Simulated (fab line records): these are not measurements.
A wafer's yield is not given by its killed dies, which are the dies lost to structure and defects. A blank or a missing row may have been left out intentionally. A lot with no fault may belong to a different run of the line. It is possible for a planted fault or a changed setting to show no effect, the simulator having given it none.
A struck lot beside a sound one | flow sfq line | 14 out of 325 route steps
Sound: the wafers L843.1, L843.2, L843.4. Struck: wafer L836.4 (left out: L836.1, L836.6 of the same lot, which were not struck); the cause appears at the end.
At each step with rows: each side's tool, then ch and its chambers, then its first start. Under that, the readings that differ: sound wafers | struck wafers | difference of the means | sigmas: that difference in standard deviations of wafers without a fault.
alike: same words and numbers on both sides, and readings whose means sit less than 2 such deviations apart. not compared: any withheld reading, any reading some wafer has no value for, any bound like >300 that may hide the same value, and any number with overlapping values for which the record gives no deviation.
Wherever a step has rows on one side only, a row that says differs or no value, or a row with sigmas, the two part there. When numbers do not overlap yet have no deviation, they are printed without sigmas and do not part them. A reading missing from all wafers of one side parts the sides only when that side holds two or more wafers.

SFQ_TRILAYER_I7_VIA_ETCH_VIA_ETCH_190: etches SiO2 in CHF3, stops on Nb, target depth 260 nm.
  sound on rie diel-01 ch 0,2,3, day 75 09:19; struck on rie diel-03 ch 1, day 72 04:23
  alike: drypump motor current A, oes product au
SFQ_TRILAYER_I7_VIA_STRIP_STRIP_191: strips in O2.
  sound on rie metal-01 ch 0,1, day 75 09:25; struck on rie metal-02 ch 1, day 72 04:30
  alike: drypump motor current A, oes product au
  not compared: rf hours counter h
then, 8 steps without rows for these wafers: SFQ_TRILAYER_I7_VIA_STRIP_SOLV_CLEAN_192 (cleans in NMP, time 600 s); SFQ_TRILAYER_M8_LITHO_LOR_COAT_197; SFQ_TRILAYER_M8_LITHO_LOR_BAKE_198; SFQ_TRILAYER_M8_LITHO_COAT_193 (resist thk 600 nm); SFQ_TRILAYER_M8_LITHO_SOFTBAKE_199; SFQ_TRILAYER_M8_LITHO_EXPOSE_194 (exposes mask M8, target cd 2000 nm); SFQ_TRILAYER_M8_LITHO_PEB_196 (peb time 60 s); SFQ_TRILAYER_M8_LITHO_DEVELOP_195 (img clear 15 s, time 55 s).
-- the record jumps here: 5 days lie between the struck wafers' starts before and after --
SFQ_M8_OVL_MEAS_948:
  sound on overlay-02 at day 79 12:20; struck on overlay-01 at day 76 20:34
  alike: M8_OVL
then, 1 step without rows for these wafers: SFQ_TRILAYER_M8_DEP_EVAP_197 (material Ti, target thk 20 nm, time 100 s).
SFQ_TRILAYER_M8_DEP_EVAP_198: material Pt, target thk 50 nm, time 250 s.
  sound on pvd sputter-01 at day 79 12:27; struck on pvd sputter-02 at day 76 20:41
  reading                                          | sound             | struck | difference | sigmas
  model.Pt_of_TRILAYER_M8_DEP_EVAP_198.thk nm (nm) | 49.99 49.64 50.06 | 55.49  | +5.59      |
then, 1 step without rows for these wafers: SFQ_TRILAYER_M8_DEP_EVAP_196 (material Au, target thk 180 nm, time 900 s).

== WHERE THEY PART ==
Nowhere in this record.

WHY: what the simulator had put in
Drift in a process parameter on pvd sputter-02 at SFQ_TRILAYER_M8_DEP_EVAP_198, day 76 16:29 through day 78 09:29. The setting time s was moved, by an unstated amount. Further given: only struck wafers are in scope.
